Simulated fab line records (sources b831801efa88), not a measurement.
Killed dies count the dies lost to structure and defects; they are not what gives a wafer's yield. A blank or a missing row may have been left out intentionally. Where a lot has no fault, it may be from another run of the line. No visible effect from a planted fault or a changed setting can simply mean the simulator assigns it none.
fab line records / flow gf180mcu
record: lots: 12 wafers: 36 last_day: 34
route steps=602 shown CONTACT@304 M1@329 V1@339
lots that met no fault: taken from a fault-free run of the same line
start_h: hours from the record's opening day to when the first of the lot's shown wafers began / wait_h: time in hours since the lot's previous step / " identical to the entry in the row above / L1.1+2: one row covering several wafers at once / - value missing, or start not given / * or withheld: withheld / < > ~ a bound
route shown NAME@n: NAME is a module with steps in the file, n the number in the route of the first one / usual: mean/standard deviation of fault-free wafers / same: alike in all rows / chamber/n: place in a boat / sites: the reading at each site / _std_site: standard deviation across them / _edge_site: mean of outer sites minus mean of inner sites / radius_mm: for every site, how far away it sits from the centre of the wafer / mask NAME#n: copy n / behind: the tool/chamber that last shaped the wafer / hold: the reason the lot was held/the length of the hold in hours/how it ended / device: the transistor (n, p or np) that didn't switch / end of line: the same wafers' tests at the end of the route / a step with no rows: only its recipe / killed: dies that structure and defects cost at the first sort, which is not the same as the wafer's yield / map: dies across one wafer; x = killed, . = not, _ = none there
set.NAME: the setting the step ran with; set.NAME@STEP: the setting that earlier step ran with / model.NAME: the simulator's own value behind a step, which no gauge read
steps of the route over a sample of lots; a table a step, a row a wafer
services: a tool's chamber out of use, with start hour (start_h, from the record's first day; less than 0 if before it), hours out, and reason
== steps ==
step: GF_CONTACT_ETCH_17
recipe: chemistry: C4F8/O2/Ar mask_material: KrF target: SiO2 stop_on: CoSi2 source_w: 1500 bias_w: 1200 pressure_mtorr: 40 c4f8_flow_sccm: withheld O2_flow_sccm: 6 Ar_flow_sccm: 300 time_s: withheld target_depth_a: 8600
usual: oes_product_au: 0.814/0.0045 rf_fwd_power_W: 1494/5.5
lot.wafer=L308.1 tool=rie_diel-02 chamber=0 start_h=- wait_h=- oes_product_au=0.811 rf_fwd_power_W=1494
lot.wafer=L308.2 tool=rie_diel-02 chamber=3 start_h=- wait_h=- oes_product_au=0.816 rf_fwd_power_W=1491
lot.wafer=L308.3 tool=rie_diel-02 chamber=1 start_h=- wait_h=- oes_product_au=0.808 rf_fwd_power_W=1492
lot.wafer=L309.1 tool=rie_diel-02 chamber=3 start_h=- wait_h=- oes_product_au=0.813 rf_fwd_power_W=1495
lot.wafer=L309.2 tool=rie_diel-02 chamber=0 start_h=- wait_h=- oes_product_au=0.809 rf_fwd_power_W=1491
lot.wafer=L309.5 tool=rie_diel-02 chamber=3 start_h=- wait_h=- oes_product_au=0.813 rf_fwd_power_W=1497
lot.wafer=L311.3 tool=rie_diel-04 chamber=1 start_h=- wait_h=- oes_product_au=0.818 rf_fwd_power_W=1486
lot.wafer=L311.5 tool=rie_diel-04 chamber=0 start_h=- wait_h=- oes_product_au=0.813 rf_fwd_power_W=1496
lot.wafer=L311.6 tool=rie_diel-04 chamber=1 start_h=- wait_h=- oes_product_au=0.814 rf_fwd_power_W=1488
lot.wafer=L312.3 tool=rie_diel-01 chamber=0 start_h=- wait_h=- oes_product_au=0.820 rf_fwd_power_W=1495
lot.wafer=L312.5 tool=rie_diel-01 chamber=3 start_h=- wait_h=- oes_product_au=0.814 rf_fwd_power_W=1497
lot.wafer=L312.6 tool=rie_diel-01 chamber=0 start_h=- wait_h=- oes_product_au=0.809 rf_fwd_power_W=1496
lot.wafer=L313.2 tool=rie_diel-04 chamber=1 start_h=- wait_h=- oes_product_au=0.813 rf_fwd_power_W=1489
lot.wafer=L313.3 tool=rie_diel-04 chamber=2 start_h=- wait_h=- oes_product_au=0.819 rf_fwd_power_W=1497
lot.wafer=L313.5 tool=rie_diel-04 chamber=3 start_h=- wait_h=- oes_product_au=0.809 rf_fwd_power_W=1502
lot.wafer=L314.1 tool=rie_diel-02 chamber=0 start_h=- wait_h=- oes_product_au=0.808 rf_fwd_power_W=1487
lot.wafer=L314.3 tool=rie_diel-02 chamber=1 start_h=- wait_h=- oes_product_au=0.812 rf_fwd_power_W=1506
lot.wafer=L314.4 tool=rie_diel-02 chamber=3 start_h=- wait_h=- oes_product_au=0.821 rf_fwd_power_W=1484
lot.wafer=L316.3 tool=rie_diel-04 chamber=1 start_h=- wait_h=- oes_product_au=0.813 rf_fwd_power_W=1493
lot.wafer=L316.5 tool=rie_diel-04 chamber=1 start_h=- wait_h=- oes_product_au=0.811 rf_fwd_power_W=1497
lot.wafer=L316.6 tool=rie_diel-04 chamber=0 start_h=- wait_h=- oes_product_au=0.815 rf_fwd_power_W=1493
lot.wafer=L317.2 tool=rie_diel-02 chamber=2 start_h=- wait_h=- oes_product_au=0.809 rf_fwd_power_W=1497
lot.wafer=L317.3 tool=rie_diel-02 chamber=3 start_h=- wait_h=- oes_product_au=0.808 rf_fwd_power_W=1493
lot.wafer=L317.5 tool=rie_diel-02 chamber=3 start_h=- wait_h=- oes_product_au=0.814 rf_fwd_power_W=1492
lot.wafer=L321.1 tool=rie_diel-02 chamber=1 start_h=- wait_h=- oes_product_au=0.810 rf_fwd_power_W=1498
lot.wafer=L321.2 tool=rie_diel-02 chamber=0 start_h=- wait_h=- oes_product_au=0.809 rf_fwd_power_W=1484
lot.wafer=L321.3 tool=rie_diel-02 chamber=3 start_h=- wait_h=- oes_product_au=0.806 rf_fwd_power_W=1488
lot.wafer=L323.2 tool=rie_diel-04 chamber=2 start_h=- wait_h=- oes_product_au=0.816 rf_fwd_power_W=1489
lot.wafer=L323.4 tool=rie_diel-04 chamber=3 start_h=- wait_h=- oes_product_au=0.818 rf_fwd_power_W=1500
lot.wafer=L323.5 tool=rie_diel-04 chamber=2 start_h=- wait_h=- oes_product_au=0.821 rf_fwd_power_W=1493
lot.wafer=L325.1 tool=rie_diel-02 chamber=2 start_h=- wait_h=- oes_product_au=0.811 rf_fwd_power_W=1492
lot.wafer=L325.2 tool=rie_diel-02 chamber=3 start_h=- wait_h=- oes_product_au=0.805 rf_fwd_power_W=1493
lot.wafer=L325.4 tool=rie_diel-02 chamber=2 start_h=- wait_h=- oes_product_au=0.808 rf_fwd_power_W=1495
lot.wafer=L329.2 tool=rie_diel-02 chamber=2 start_h=- wait_h=- oes_product_au=0.813 rf_fwd_power_W=1500
lot.wafer=L329.4 tool=rie_diel-02 chamber=0 start_h=- wait_h=- oes_product_au=0.816 rf_fwd_power_W=1494
lot.wafer=L329.6 tool=rie_diel-02 chamber=3 start_h=- wait_h=- oes_product_au=0.819 rf_fwd_power_W=1494
step: GF_M1_CD_MEAS_14
recipe: target_cd_nm: 230
usual: cd_nm: 230.3/1.1
lot.wafer=L308.1 tool=cd_sem-02 chamber=- start_h=404.73 wait_h=0.1 cd_nm=229.5
lot.wafer=L308.2 tool=cd_sem-02 chamber=- start_h=404.73 wait_h=0.1 cd_nm=230.7
lot.wafer=L308.3 tool=cd_sem-02 chamber=- start_h=404.73 wait_h=0.1 cd_nm=229.9
lot.wafer=L309.1 tool=cd_sem-02 chamber=- start_h=411.43 wait_h=0.1 cd_nm=230.8
lot.wafer=L309.2 tool=cd_sem-02 chamber=- start_h=411.43 wait_h=0.1 cd_nm=230.2
lot.wafer=L309.5 tool=cd_sem-02 chamber=- start_h=411.43 wait_h=0.1 cd_nm=231.4
lot.wafer=L311.3 tool=cd_sem-02 chamber=- start_h=428.02 wait_h=0.1 cd_nm=229.8
lot.wafer=L311.5 tool=cd_sem-02 chamber=- start_h=428.02 wait_h=0.1 cd_nm=229.0
lot.wafer=L311.6 tool=cd_sem-02 chamber=- start_h=428.02 wait_h=0.1 cd_nm=228.9
lot.wafer=L312.3 tool=cd_sem-01 chamber=- start_h=434.42 wait_h=0.1 cd_nm=231.9
lot.wafer=L312.5 tool=cd_sem-01 chamber=- start_h=434.42 wait_h=0.1 cd_nm=232.0
lot.wafer=L312.6 tool=cd_sem-01 chamber=- start_h=434.42 wait_h=0.1 cd_nm=232.4
lot.wafer=L313.2 tool=cd_sem-02 chamber=- start_h=444.85 wait_h=0.1 cd_nm=230.1
lot.wafer=L313.3 tool=cd_sem-02 chamber=- start_h=444.85 wait_h=0.1 cd_nm=230.1
lot.wafer=L313.5 tool=cd_sem-02 chamber=- start_h=444.85 wait_h=0.1 cd_nm=230.8
lot.wafer=L314.1 tool=cd_sem-02 chamber=- start_h=459.68 wait_h=0.1 cd_nm=230.8
lot.wafer=L314.3 tool=cd_sem-02 chamber=- start_h=459.68 wait_h=0.1 cd_nm=229.6
lot.wafer=L314.4 tool=cd_sem-02 chamber=- start_h=459.68 wait_h=0.1 cd_nm=229.9
lot.wafer=L316.3 tool=cd_sem-01 chamber=- start_h=476.17 wait_h=0.1 cd_nm=231.7
lot.wafer=L316.5 tool=cd_sem-01 chamber=- start_h=476.17 wait_h=0.1 cd_nm=232.2
lot.wafer=L316.6 tool=cd_sem-01 chamber=- start_h=476.17 wait_h=0.1 cd_nm=230.7
lot.wafer=L317.2 tool=cd_sem-01 chamber=- start_h=484.75 wait_h=0.1 cd_nm=230.7
lot.wafer=L317.3 tool=cd_sem-01 chamber=- start_h=484.75 wait_h=0.1 cd_nm=230.2
lot.wafer=L317.5 tool=cd_sem-01 chamber=- start_h=484.75 wait_h=0.1 cd_nm=230.1
lot.wafer=L321.1 tool=cd_sem-02 chamber=- start_h=516.88 wait_h=0.1 cd_nm=231.5
lot.wafer=L321.2 tool=cd_sem-02 chamber=- start_h=516.88 wait_h=0.1 cd_nm=230.7
lot.wafer=L321.3 tool=cd_sem-02 chamber=- start_h=516.88 wait_h=0.1 cd_nm=230.8
lot.wafer=L323.2 tool=cd_sem-01 chamber=- start_h=532.65 wait_h=0.1 cd_nm=231.6
lot.wafer=L323.4 tool=cd_sem-01 chamber=- start_h=532.65 wait_h=0.1 cd_nm=230.3
lot.wafer=L323.5 tool=cd_sem-01 chamber=- start_h=532.65 wait_h=0.1 cd_nm=230.6
lot.wafer=L325.1 tool=cd_sem-01 chamber=- start_h=547.77 wait_h=0.1 cd_nm=229.8
lot.wafer=L325.2 tool=cd_sem-01 chamber=- start_h=547.77 wait_h=0.1 cd_nm=230.6
lot.wafer=L325.4 tool=cd_sem-01 chamber=- start_h=547.77 wait_h=0.1 cd_nm=230.8
lot.wafer=L329.2 tool=cd_sem-01 chamber=- start_h=579.80 wait_h=0.1 cd_nm=232.1
lot.wafer=L329.4 tool=cd_sem-01 chamber=- start_h=579.80 wait_h=0.1 cd_nm=231.8
lot.wafer=L329.6 tool=cd_sem-01 chamber=- start_h=579.80 wait_h=0.1 cd_nm=231.9
step: GF_M1_OVL_MEAS_15
usual: M1_OVL: 4/5.4
lot.wafer=L308.1 tool=overlay-02 chamber=- start_h=404.85 wait_h=0.1 M1_OVL[nm]=4
lot.wafer=L308.2 tool=overlay-02 chamber=- start_h=404.85 wait_h=0.1 M1_OVL[nm]=5
lot.wafer=L308.3 tool=overlay-02 chamber=- start_h=404.85 wait_h=0.1 M1_OVL[nm]=12
lot.wafer=L309.1 tool=overlay-02 chamber=- start_h=411.55 wait_h=0.1 M1_OVL[nm]=0
lot.wafer=L309.2 tool=overlay-02 chamber=- start_h=411.55 wait_h=0.1 M1_OVL[nm]=3
lot.wafer=L309.5 tool=overlay-02 chamber=- start_h=411.55 wait_h=0.1 M1_OVL[nm]=3
lot.wafer=L311.3 tool=overlay-02 chamber=- start_h=428.11 wait_h=0.1 M1_OVL[nm]=1
lot.wafer=L311.5 tool=overlay-02 chamber=- start_h=428.11 wait_h=0.1 M1_OVL[nm]=4
lot.wafer=L311.6 tool=overlay-02 chamber=- start_h=428.11 wait_h=0.1 M1_OVL[nm]=8
lot.wafer=L312.3 tool=overlay-01 chamber=- start_h=434.51 wait_h=0.1 M1_OVL[nm]=3
lot.wafer=L312.5 tool=overlay-01 chamber=- start_h=434.51 wait_h=0.1 M1_OVL[nm]=11
lot.wafer=L312.6 tool=overlay-01 chamber=- start_h=434.51 wait_h=0.1 M1_OVL[nm]=-4
lot.wafer=L313.2 tool=overlay-02 chamber=- start_h=444.96 wait_h=0.1 M1_OVL[nm]=2
lot.wafer=L313.3 tool=overlay-02 chamber=- start_h=444.96 wait_h=0.1 M1_OVL[nm]=4
lot.wafer=L313.5 tool=overlay-02 chamber=- start_h=444.96 wait_h=0.1 M1_OVL[nm]=3
lot.wafer=L314.1 tool=overlay-02 chamber=- start_h=459.80 wait_h=0.1 M1_OVL[nm]=7
lot.wafer=L314.3 tool=overlay-02 chamber=- start_h=459.80 wait_h=0.1 M1_OVL[nm]=-1
lot.wafer=L314.4 tool=overlay-02 chamber=- start_h=459.80 wait_h=0.1 M1_OVL[nm]=3
lot.wafer=L316.3 tool=overlay-02 chamber=- start_h=476.26 wait_h=0.1 M1_OVL[nm]=11
lot.wafer=L316.5 tool=overlay-02 chamber=- start_h=476.26 wait_h=0.1 M1_OVL[nm]=3
lot.wafer=L316.6 tool=overlay-02 chamber=- start_h=476.26 wait_h=0.1 M1_OVL[nm]=13
lot.wafer=L317.2 tool=overlay-02 chamber=- start_h=484.85 wait_h=0.1 M1_OVL[nm]=1
lot.wafer=L317.3 tool=overlay-02 chamber=- start_h=484.85 wait_h=0.1 M1_OVL[nm]=7
lot.wafer=L317.5 tool=overlay-02 chamber=- start_h=484.85 wait_h=0.1 M1_OVL[nm]=2
lot.wafer=L321.1 tool=overlay-02 chamber=- start_h=517.00 wait_h=0.1 M1_OVL[nm]=8
lot.wafer=L321.2 tool=overlay-02 chamber=- start_h=517.00 wait_h=0.1 M1_OVL[nm]=-1
lot.wafer=L321.3 tool=overlay-02 chamber=- start_h=517.00 wait_h=0.1 M1_OVL[nm]=0
lot.wafer=L323.2 tool=overlay-02 chamber=- start_h=532.75 wait_h=0.1 M1_OVL[nm]=12
lot.wafer=L323.4 tool=overlay-02 chamber=- start_h=532.75 wait_h=0.1 M1_OVL[nm]=13
lot.wafer=L323.5 tool=overlay-02 chamber=- start_h=532.75 wait_h=0.1 M1_OVL[nm]=6
lot.wafer=L325.1 tool=overlay-02 chamber=- start_h=547.89 wait_h=0.1 M1_OVL[nm]=3
lot.wafer=L325.2 tool=overlay-02 chamber=- start_h=547.89 wait_h=0.1 M1_OVL[nm]=2
lot.wafer=L325.4 tool=overlay-02 chamber=- start_h=547.89 wait_h=0.1 M1_OVL[nm]=3
lot.wafer=L329.2 tool=overlay-01 chamber=- start_h=579.91 wait_h=0.1 M1_OVL[nm]=-11
lot.wafer=L329.4 tool=overlay-01 chamber=- start_h=579.91 wait_h=0.1 M1_OVL[nm]=-15
lot.wafer=L329.6 tool=overlay-01 chamber=- start_h=579.91 wait_h=0.1 M1_OVL[nm]=-12
step: GF_V1_CMP_04
recipe: material: SiO2 down_force_psi: 4 platen_rpm: 60 pad_velocity_m_s: 0.94248
usual: motor_current_A: 12.4/0.77 slurry_filter_dp_kPa: 13.49/0.13 time_to_endpoint_s: 80/4.7
lot.wafer=L308.1 tool=cmp-02 chamber=0 start_h=405.79 wait_h=0.1 motor_current_A=10.9 slurry_filter_dp_kPa=13.60 time_to_endpoint_s=77
lot.wafer=L308.2 tool=cmp-02 chamber=2 start_h=405.79 wait_h=0.1 motor_current_A=13.1 slurry_filter_dp_kPa=13.70 time_to_endpoint_s=75
lot.wafer=L308.3 tool=cmp-02 chamber=3 start_h=405.79 wait_h=0.1 motor_current_A=12.9 slurry_filter_dp_kPa=13.53 time_to_endpoint_s=81
lot.wafer=L309.2 tool=cmp-01 chamber=3 start_h=412.50 wait_h=0.0 motor_current_A=13.1 slurry_filter_dp_kPa=13.50 time_to_endpoint_s=71
lot.wafer=L309.1 tool=cmp-01 chamber=0 start_h=412.50 wait_h=0.0 motor_current_A=12.9 slurry_filter_dp_kPa=13.68 time_to_endpoint_s=76
lot.wafer=L309.5 tool=cmp-01 chamber=3 start_h=412.50 wait_h=0.0 motor_current_A=13.1 slurry_filter_dp_kPa=13.46 time_to_endpoint_s=74
lot.wafer=L311.3 tool=cmp-01 chamber=2 start_h=429.18 wait_h=0.1 motor_current_A=11.4 slurry_filter_dp_kPa=13.37 time_to_endpoint_s=72
lot.wafer=L311.5 tool=cmp-01 chamber=0 start_h=429.18 wait_h=0.1 motor_current_A=12.7 slurry_filter_dp_kPa=13.60 time_to_endpoint_s=86
lot.wafer=L311.6 tool=cmp-01 chamber=1 start_h=429.18 wait_h=0.1 motor_current_A=12.6 slurry_filter_dp_kPa=13.51 time_to_endpoint_s=79
lot.wafer=L312.3 tool=cmp-02 chamber=0 start_h=435.55 wait_h=0.1 motor_current_A=11.8 slurry_filter_dp_kPa=13.30 time_to_endpoint_s=80
lot.wafer=L312.5 tool=cmp-02 chamber=2 start_h=435.55 wait_h=0.1 motor_current_A=13.2 slurry_filter_dp_kPa=13.57 time_to_endpoint_s=82
lot.wafer=L312.6 tool=cmp-02 chamber=3 start_h=435.55 wait_h=0.1 motor_current_A=12.8 slurry_filter_dp_kPa=13.45 time_to_endpoint_s=84
lot.wafer=L313.3 tool=cmp-02 chamber=1 start_h=445.89 wait_h=0.0 motor_current_A=11.6 slurry_filter_dp_kPa=13.53 time_to_endpoint_s=83
lot.wafer=L313.2 tool=cmp-02 chamber=3 start_h=445.89 wait_h=0.0 motor_current_A=13.0 slurry_filter_dp_kPa=13.84 time_to_endpoint_s=77
lot.wafer=L313.5 tool=cmp-02 chamber=2 start_h=445.89 wait_h=0.0 motor_current_A=13.1 slurry_filter_dp_kPa=13.65 time_to_endpoint_s=82
lot.wafer=L314.4 tool=cmp-01 chamber=0 start_h=460.75 wait_h=0.0 motor_current_A=13.1 slurry_filter_dp_kPa=13.61 time_to_endpoint_s=83
lot.wafer=L314.1 tool=cmp-01 chamber=1 start_h=460.75 wait_h=0.0 motor_current_A=12.0 slurry_filter_dp_kPa=13.42 time_to_endpoint_s=79
lot.wafer=L314.3 tool=cmp-01 chamber=3 start_h=460.75 wait_h=0.0 motor_current_A=14.1 slurry_filter_dp_kPa=13.44 time_to_endpoint_s=80
lot.wafer=L316.3 tool=cmp-01 chamber=3 start_h=477.24 wait_h=0.1 motor_current_A=13.3 slurry_filter_dp_kPa=13.71 time_to_endpoint_s=75
lot.wafer=L316.5 tool=cmp-01 chamber=2 start_h=477.24 wait_h=0.1 motor_current_A=12.0 slurry_filter_dp_kPa=13.37 time_to_endpoint_s=76
lot.wafer=L316.6 tool=cmp-01 chamber=3 start_h=477.24 wait_h=0.1 motor_current_A=12.5 slurry_filter_dp_kPa=13.54 time_to_endpoint_s=79
lot.wafer=L317.2 tool=cmp-01 chamber=0 start_h=485.79 wait_h=0.0 motor_current_A=13.0 slurry_filter_dp_kPa=13.28 time_to_endpoint_s=82
lot.wafer=L317.3 tool=cmp-01 chamber=2 start_h=485.79 wait_h=0.0 motor_current_A=12.1 slurry_filter_dp_kPa=13.58 time_to_endpoint_s=79
lot.wafer=L317.5 tool=cmp-01 chamber=1 start_h=485.79 wait_h=0.0 motor_current_A=11.8 slurry_filter_dp_kPa=13.31 time_to_endpoint_s=81
lot.wafer=L321.1 tool=cmp-01 chamber=3 start_h=517.94 wait_h=0.1 motor_current_A=13.5 slurry_filter_dp_kPa=13.46 time_to_endpoint_s=79
lot.wafer=L321.2 tool=cmp-01 chamber=0 start_h=517.94 wait_h=0.1 motor_current_A=12.8 slurry_filter_dp_kPa=13.45 time_to_endpoint_s=84
lot.wafer=L321.3 tool=cmp-01 chamber=1 start_h=517.94 wait_h=0.1 motor_current_A=12.0 slurry_filter_dp_kPa=13.47 time_to_endpoint_s=82
lot.wafer=L323.2 tool=cmp-02 chamber=2 start_h=533.72 wait_h=0.0 motor_current_A=13.8 slurry_filter_dp_kPa=13.62 time_to_endpoint_s=70
lot.wafer=L323.4 tool=cmp-02 chamber=1 start_h=533.72 wait_h=0.0 motor_current_A=11.1 slurry_filter_dp_kPa=13.46 time_to_endpoint_s=83
lot.wafer=L323.5 tool=cmp-02 chamber=3 start_h=533.72 wait_h=0.0 motor_current_A=13.3 slurry_filter_dp_kPa=13.52 time_to_endpoint_s=79
lot.wafer=L325.1 tool=cmp-01 chamber=0 start_h=548.86 wait_h=0.1 motor_current_A=12.7 slurry_filter_dp_kPa=13.58 time_to_endpoint_s=106
lot.wafer=L325.4 tool=cmp-01 chamber=2 start_h=548.86 wait_h=0.1 motor_current_A=11.9 slurry_filter_dp_kPa=13.64 time_to_endpoint_s=82
lot.wafer=L325.2 tool=cmp-01 chamber=3 start_h=548.86 wait_h=0.1 motor_current_A=13.4 slurry_filter_dp_kPa=13.44 time_to_endpoint_s=84
lot.wafer=L329.4 tool=cmp-02 chamber=1 start_h=580.84 wait_h=0.0 motor_current_A=11.5 slurry_filter_dp_kPa=13.42 time_to_endpoint_s=87
lot.wafer=L329.2 tool=cmp-02 chamber=3 start_h=580.84 wait_h=0.0 motor_current_A=12.6 slurry_filter_dp_kPa=13.26 time_to_endpoint_s=81
lot.wafer=L329.6 tool=cmp-02 chamber=1 start_h=580.84 wait_h=0.0 motor_current_A=10.8 slurry_filter_dp_kPa=13.53 time_to_endpoint_s=84
step: GF_V1_ETCH_17
recipe: chemistry: C4F8/O2/Ar mask_material: KrF target: SiO2 stop_on: TiN source_w: 1500 bias_w: 1200 pressure_mtorr: 40 c4f8_flow_sccm: withheld O2_flow_sccm: 6 Ar_flow_sccm: 300 time_s: withheld target_depth_a: 6300
usual: oes_product_au: 0.856/0.0045 rf_fwd_power_W: 1491/5.5
lot.wafer=L308.1 tool=rie_diel-04 chamber=2 start_h=- wait_h=- oes_product_au=0.856 rf_fwd_power_W=1491
lot.wafer=L308.2 tool=rie_diel-04 chamber=3 start_h=- wait_h=- oes_product_au=0.846 rf_fwd_power_W=1492
lot.wafer=L308.3 tool=rie_diel-04 chamber=1 start_h=- wait_h=- oes_product_au=0.857 rf_fwd_power_W=1483
lot.wafer=L309.1 tool=rie_diel-04 chamber=1 start_h=- wait_h=- oes_product_au=0.857 rf_fwd_power_W=1485
lot.wafer=L309.2 tool=rie_diel-04 chamber=3 start_h=- wait_h=- oes_product_au=0.857 rf_fwd_power_W=1495
lot.wafer=L309.5 tool=rie_diel-04 chamber=0 start_h=- wait_h=- oes_product_au=0.864 rf_fwd_power_W=1489
lot.wafer=L311.3 tool=rie_diel-02 chamber=0 start_h=- wait_h=- oes_product_au=0.857 rf_fwd_power_W=1482
lot.wafer=L311.5 tool=rie_diel-02 chamber=1 start_h=- wait_h=- oes_product_au=0.861 rf_fwd_power_W=1496
lot.wafer=L311.6 tool=rie_diel-02 chamber=2 start_h=- wait_h=- oes_product_au=0.866 rf_fwd_power_W=1490
lot.wafer=L312.3 tool=rie_diel-02 chamber=2 start_h=- wait_h=- oes_product_au=0.864 rf_fwd_power_W=1492
lot.wafer=L312.5 tool=rie_diel-02 chamber=3 start_h=- wait_h=- oes_product_au=0.856 rf_fwd_power_W=1488
lot.wafer=L312.6 tool=rie_diel-02 chamber=0 start_h=- wait_h=- oes_product_au=0.848 rf_fwd_power_W=1486
lot.wafer=L313.2 tool=rie_diel-03 chamber=2 start_h=- wait_h=- oes_product_au=0.851 rf_fwd_power_W=1496
lot.wafer=L313.3 tool=rie_diel-03 chamber=3 start_h=- wait_h=- oes_product_au=0.855 rf_fwd_power_W=1492
lot.wafer=L313.5 tool=rie_diel-03 chamber=0 start_h=- wait_h=- oes_product_au=0.857 rf_fwd_power_W=1492
lot.wafer=L314.1 tool=rie_diel-03 chamber=1 start_h=- wait_h=- oes_product_au=0.860 rf_fwd_power_W=1493
lot.wafer=L314.3 tool=rie_diel-03 chamber=0 start_h=- wait_h=- oes_product_au=0.858 rf_fwd_power_W=1495
lot.wafer=L314.4 tool=rie_diel-03 chamber=2 start_h=- wait_h=- oes_product_au=0.857 rf_fwd_power_W=1492
lot.wafer=L316.3 tool=rie_diel-04 chamber=3 start_h=- wait_h=- oes_product_au=0.859 rf_fwd_power_W=1494
lot.wafer=L316.5 tool=rie_diel-04 chamber=2 start_h=- wait_h=- oes_product_au=0.859 rf_fwd_power_W=1483
lot.wafer=L316.6 tool=rie_diel-04 chamber=3 start_h=- wait_h=- oes_product_au=0.863 rf_fwd_power_W=1491
lot.wafer=L317.2 tool=rie_diel-04 chamber=0 start_h=- wait_h=- oes_product_au=0.854 rf_fwd_power_W=1492
lot.wafer=L317.3 tool=rie_diel-04 chamber=1 start_h=- wait_h=- oes_product_au=0.858 rf_fwd_power_W=1482
lot.wafer=L317.5 tool=rie_diel-04 chamber=2 start_h=- wait_h=- oes_product_au=0.849 rf_fwd_power_W=1489
lot.wafer=L321.1 tool=rie_diel-04 chamber=1 start_h=- wait_h=- oes_product_au=0.848 rf_fwd_power_W=1470
lot.wafer=L321.2 tool=rie_diel-04 chamber=0 start_h=- wait_h=- oes_product_au=0.851 rf_fwd_power_W=1487
lot.wafer=L321.3 tool=rie_diel-04 chamber=2 start_h=- wait_h=- oes_product_au=0.857 rf_fwd_power_W=1497
lot.wafer=L323.2 tool=rie_diel-02 chamber=0 start_h=- wait_h=- oes_product_au=0.848 rf_fwd_power_W=1494
lot.wafer=L323.4 tool=rie_diel-02 chamber=2 start_h=- wait_h=- oes_product_au=0.854 rf_fwd_power_W=1493
lot.wafer=L323.5 tool=rie_diel-02 chamber=3 start_h=- wait_h=- oes_product_au=0.858 rf_fwd_power_W=1483
lot.wafer=L325.1 tool=rie_diel-03 chamber=3 start_h=- wait_h=- oes_product_au=0.922 rf_fwd_power_W=1500
lot.wafer=L325.2 tool=rie_diel-03 chamber=0 start_h=- wait_h=- oes_product_au=0.860 rf_fwd_power_W=1488
lot.wafer=L325.4 tool=rie_diel-03 chamber=1 start_h=- wait_h=- oes_product_au=0.855 rf_fwd_power_W=1492
lot.wafer=L329.2 tool=rie_diel-04 chamber=0 start_h=- wait_h=- oes_product_au=0.860 rf_fwd_power_W=1487
lot.wafer=L329.4 tool=rie_diel-04 chamber=2 start_h=- wait_h=- oes_product_au=0.854 rf_fwd_power_W=1488
lot.wafer=L329.6 tool=rie_diel-04 chamber=3 start_h=- wait_h=- oes_product_au=0.855 rf_fwd_power_W=1500
== services ==
tool=cmp-02 chamber=- start_h=369.04 hours=3.3 kind=pm
tool=rie_diel-04 chamber=3 start_h=370.02 hours=3.9 kind=repair
tool=rie_diel-04 chamber=0 start_h=371.84 hours=2.3 kind=repair
tool=cmp-01 chamber=- start_h=404.00 hours=4.0 kind=pm
tool=rie_diel-02 chamber=1 start_h=408.53 hours=3.7 kind=repair
tool=rie_diel-01 chamber=3 start_h=413.63 hours=7.4 kind=repair
tool=cmp-02 chamber=- start_h=417.07 hours=1.7 kind=repair
tool=cmp-01 chamber=- start_h=425.60 hours=0.6 kind=repair
tool=cmp-01 chamber=- start_h=427.07 hours=1.8 kind=repair
tool=rie_diel-01 chamber=- start_h=445.65 hours=15.6 kind=pm
tool=cmp-01 chamber=- start_h=478.53 hours=3.9 kind=pm
tool=rie_diel-02 chamber=3 start_h=495.70 hours=26.3 kind=repair
tool=cmp-02 chamber=- start_h=509.85 hours=4.0 kind=repair
tool=rie_diel-02 chamber=0 start_h=515.91 hours=9.2 kind=repair
tool=rie_diel-04 chamber=0 start_h=518.25 hours=2.9 kind=repair
tool=cmp-02 chamber=- start_h=529.91 hours=1.9 kind=repair
tool=rie_diel-02 chamber=2 start_h=539.65 hours=6.9 kind=repair
tool=rie_diel-03 chamber=- start_h=543.05 hours=2.8 kind=pm
tool=rie_diel-02 chamber=3 start_h=558.27 hours=5.1 kind=repair
tool=rie_diel-04 chamber=2 start_h=563.83 hours=4.9 kind=repair
tool=rie_diel-04 chamber=2 start_h=568.72 hours=- kind=clean
tool=rie_diel-04 chamber=2 start_h=568.72 hours=24.9 kind=scheduled_down
tool=rie_diel-01 chamber=3 start_h=577.67 hours=10.8 kind=repair
tool=cmp-02 chamber=- start_h=601.98 hours=4.0 kind=pm
== key ==
first_sign: step: GF_V1_CMP_04 reading: time_to_endpoint_s direction: up sigmas: 5.5 usual: * struck: *
effect: step: GF_V1_ETCH_17 reading: oes_product_au direction: up sigmas: 15 usual: 0.856 struck: 0.922
met_at GF_V1_CMP_04
struck_lots L325
struck_wafers L325.1
not_acting_at GF_CONTACT_ETCH_17,GF_M1_CD_MEAS_14,GF_M1_OVL_MEAS_15
onset_between 517.94 548.86
fault: kind: process_parameter_drift tool: cmp-01 chamber: 0 onset_h: 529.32 steps: GF_V1_CMP_04 channel: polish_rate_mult offset: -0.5 shape: step end_h: 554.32
